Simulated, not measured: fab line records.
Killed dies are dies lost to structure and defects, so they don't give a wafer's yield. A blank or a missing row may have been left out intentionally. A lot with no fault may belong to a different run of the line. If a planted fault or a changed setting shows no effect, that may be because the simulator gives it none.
Which tool did it?    flow sky130    72 wafers from 24 lots sampled at 4 of the route's 708 steps

== WHAT THE GAUGES SHOWED, per wafer ==
SKY_CONTACT_BOW_MEAS_05. Usual: for CONTACT_BOW the level is 82 um and the standard deviation is 7.6.
lot   measured      on             CONTACT_BOW (um)  flag
L074  day 30 21:10  film metro-04  88 86 91          
L075  day 30 23:09  film metro-02  90 84 87          
L076  day 31 12:20  film metro-02  86 82 76          
L077  day 31 16:19  film metro-04  74 78 80          
L078  day 31 22:50  film metro-03  90 83 77          
L079  day 32 10:35  film metro-03  81 86 70          
L080  day 33 03:16  film metro-03  86 78 84          
L081  day 33 08:52  film metro-03  80 86 73          
L082  day 33 10:17  film metro-02  84 63 71          
L083  day 33 15:53  film metro-03  92 84 73          
L084  day 34 05:13  film metro-03  78 69 90          
L085  day 34 11:13  film metro-03  70 81 77          
L086  day 34 16:27  film metro-03  108 87 85         
L087  day 35 06:44  film metro-03  95 74 86          
L088  day 35 08:22  film metro-03  93 82 82          
L089  day 35 20:00  film metro-02  89 72 79          
L090  day 36 01:49  film metro-02  93 84 75          
L091  day 36 07:27  film metro-04  75 79 70          
L092  day 36 16:44  film metro-03  67 80 88          
L093  day 36 18:10  film metro-04  83 84 88          
L094  day 37 04:56  film metro-02  89 89 83          
L095  day 37 14:34  film metro-04  86 83 81          
L096  day 37 22:31  film metro-04  88 87 79          
L097  day 38 03:25  film metro-02  81 86 79          

SKY_VIA2_THK_MEAS_23: measures by xrf. Usual: for VIA2_W_THK the level is 423 nm and the standard deviation is 8.1.
lot   measured      on             VIA2_W_THK (nm)  flag
L074  day 36 20:17  film metro-02  433 423 429      
L075  day 36 21:31  film metro-02  437 426 440      
L076  day 37 09:44  film metro-04  415 413 416      
L077  day 37 13:00  film metro-04  409 406 413      
L078  day 37 20:54  film metro-02  427 425 420      
L079  day 38 05:59  film metro-02  426 430 431      
L080  day 38 23:26  film metro-04  420 417 416      
L081  day 39 02:46  film metro-04  418 413 417      
L082  day 39 05:25  film metro-03  422 415 424      
L083  day 39 11:46  film metro-03  412 413 417      
L084  day 39 23:21  film metro-02  433 434 430      
L085  day 40 05:10  film metro-04  426 423 424      
L086  day 40 10:40  film metro-03  419 415 420      
L087  day 40 23:51  film metro-03  420 416 423      
L088  day 41 00:12  film metro-02  435 440 438      
L089  day 41 12:07  film metro-03  429 423 424      
L090  day 41 17:37  film metro-03  430 425 430      
L091  day 41 21:44  film metro-02  433 437 431      
L092  day 42 07:23  film metro-04  420 427 420      
L093  day 42 10:47  film metro-03  423 414 422      
L094  day 42 18:28  film metro-03  421 420 415      
L095  day 43 01:15  film metro-02  430 427 433      
L096  day 43 10:26  film metro-02  433 433 432      
L097  day 43 13:14  film metro-04  416 410 411      

SKY_CAP2M_THK_MEAS_04: measures by xrf. Usual: for CAP2M_TIN_THK the level is 204.2 nm and the standard deviation is 2.6.
lot   measured      on             CAP2M_TIN_THK (nm)  flag
L074  day 40 05:56  film metro-01  198.2 203.1 197.5   
L075  day 40 07:28  film metro-02  203.9 206.9 202.7   
L076  day 40 18:02  film metro-04  202.5 207.6 202.6   
L077  day 40 22:50  film metro-02  207.8 207.3 205.0   
L078  day 41 04:43  film metro-02  201.3 201.9 203.5   
L079  day 41 14:22  film metro-04  206.8 197.9 200.8   
L080  day 42 06:08  film metro-02  203.5 203.0 201.4   
L081  day 42 10:16  film metro-01  203.0 200.4 201.1   
L082  day 42 11:33  film metro-04  207.6 208.9 207.5   
L083  day 42 17:44  film metro-04  205.5 205.1 204.5   
L084  day 43 04:44  film metro-04  207.2 204.5 201.9   
L085  day 43 11:07  film metro-04  202.7 203.3 202.6   
L086  day 43 14:43  film metro-01  203.5 202.8 206.4   
L087  day 44 07:49  film metro-02  204.1 202.4 201.7   
L088  day 44 08:06  film metro-04  208.9 204.4 206.9   
L089  day 44 13:32  film metro-01  203.3 205.9 206.2   
L090  day 44 19:04  film metro-01  202.4 205.2 198.7   
L091  day 45 07:11  film metro-01  202.6 204.1 205.7   
L092  day 45 10:37  film metro-04  206.2 200.7 202.0   
L093  day 45 13:25  film metro-02  204.1 209.5 205.1   
L094  day 45 16:52  film metro-04  204.2 206.0 206.1   
L095  day 45 22:01  film metro-02  206.6 208.5 203.3   
L096  day 46 10:21  film metro-02  203.6 203.5 206.3   
L097  day 46 12:32  film metro-01  205.0 204.2 200.9   

== WHICH TOOL RAN EACH LOT (tool, then ch and the chambers of the sampled wafers, then the start) ==
lot   SKY_METAL3_METAL_ETCH_18
L074  rie metal-04 ch 0,1, day 39 01:25
L075  rie metal-04 ch 0,1, day 39 02:58
L076  rie metal-02 ch 0,1, day 39 14:34
L077  rie metal-04 ch 0,1, day 39 17:35
L078  rie metal-01 ch 0,1, day 40 00:25
L079  rie metal-04 ch 0,1, day 40 10:31
L080  rie metal-02 ch 0,1, day 41 02:29
L081  rie metal-01 ch 0,1, day 41 06:10
L082  rie metal-04 ch 0,1, day 41 08:58
L083  rie metal-02 ch 0,1, day 41 14:16
L084  rie metal-04 ch 0,1, day 42 02:34
L085  rie metal-04 ch 0,1, day 42 08:11
L086  rie metal-02 ch 0,1, day 42 12:01
L087  rie metal-04 ch 0,1, day 43 01:07
L088  rie metal-01 ch 0,1, day 43 01:43
L089  rie metal-04 ch 0,1, day 43 12:04
L090  rie metal-02 ch 0,1, day 43 18:25
L091  rie metal-01 ch 0,1, day 44 05:11
L092  rie metal-04 ch 0, day 44 08:34
L093  rie metal-01 ch 0,1, day 44 10:29
L094  rie metal-02 ch 0,1, day 44 15:01
L095  rie metal-01 ch 0,1, day 44 22:28
L096  rie metal-04 ch 0,1, day 45 09:26
L097  rie metal-04 ch 0,1, day 45 10:08
- SKY_METAL3_METAL_ETCH_18: etches the open film in Cl2/BCl3, stops on SiO2, target depth 845 nm, time 183.1 s.

== WHAT THE TOOLS THEMSELVES READ (means of the sampled wafers that have a number; where no wafer has one, the mark that the record gives instead) ==
SKY_METAL3_METAL_ETCH_18. Usual: drypump motor current A 5.9 A, standard deviation 0.4; oes product au 0.865 a.u., standard deviation 0.0059; throttle valve pct 22.264 %, standard deviation 0.0093.
lot   tool          drypump motor current A (A)  oes product au (a.u.)  throttle valve pct (%)  flag
L074  rie metal-04  5.9                          0.865                  22.265                  
L075  rie metal-04  5.8                          0.862                  22.267                  
L076  rie metal-02  5.9                          0.868                  22.264                  
L077  rie metal-04  5.8                          0.866                  22.264                  
L078  rie metal-01  5.7                          0.870                  22.262                  
L079  rie metal-04  5.8                          0.862                  22.273                  
L080  rie metal-02  5.9                          0.870                  22.267                  
L081  rie metal-01  6.1                          0.863                  22.262                  
L082  rie metal-04  5.8                          0.863                  22.262                  
L083  rie metal-02  5.9                          0.872                  22.265                  
L084  rie metal-04  5.9                          0.869                  22.263                  
L085  rie metal-04  5.9                          0.863                  22.262                  
L086  rie metal-02  5.9                          0.864                  22.255                  
L087  rie metal-04  5.9                          0.872                  22.261                  
L088  rie metal-01  5.8                          0.857                  22.263                  
L089  rie metal-04  5.9                          0.868                  22.264                  
L090  rie metal-02  5.6                          0.867                  22.269                  
L091  rie metal-01  5.8                          0.871                  22.261                  
L092  rie metal-04  6.1                          0.867                  22.259                  
L093  rie metal-01  6.2                          0.868                  22.262                  
L094  rie metal-02  5.9                          0.873                  22.272                  
L095  rie metal-01  6.1                          0.866                  22.270                  
L096  rie metal-04  5.9                          0.860                  22.273                  
L097  rie metal-04  5.9                          0.862                  22.265                  

== THE ANSWER, worked out from the rows above alone ==
Rule: take the mean of a lot's wafers that have a number; if it is more than 3 standard deviations from the usual mean, the lot is off. A lot without any number at a reading at which 4 lots or more have one is off too. Any other lot the step has rows for is counted as sound. After the gauges, taken in route order, come the tools' own readings; for these a lot's mean is taken, as printed above. At the first step where some lot is off, the reading lying furthest off is the one used; lots without a number count as furthest.
No lot is off at any reading shown: from this, nothing can be told.

== WHAT THE SIMULATOR HAD INSERTED ==
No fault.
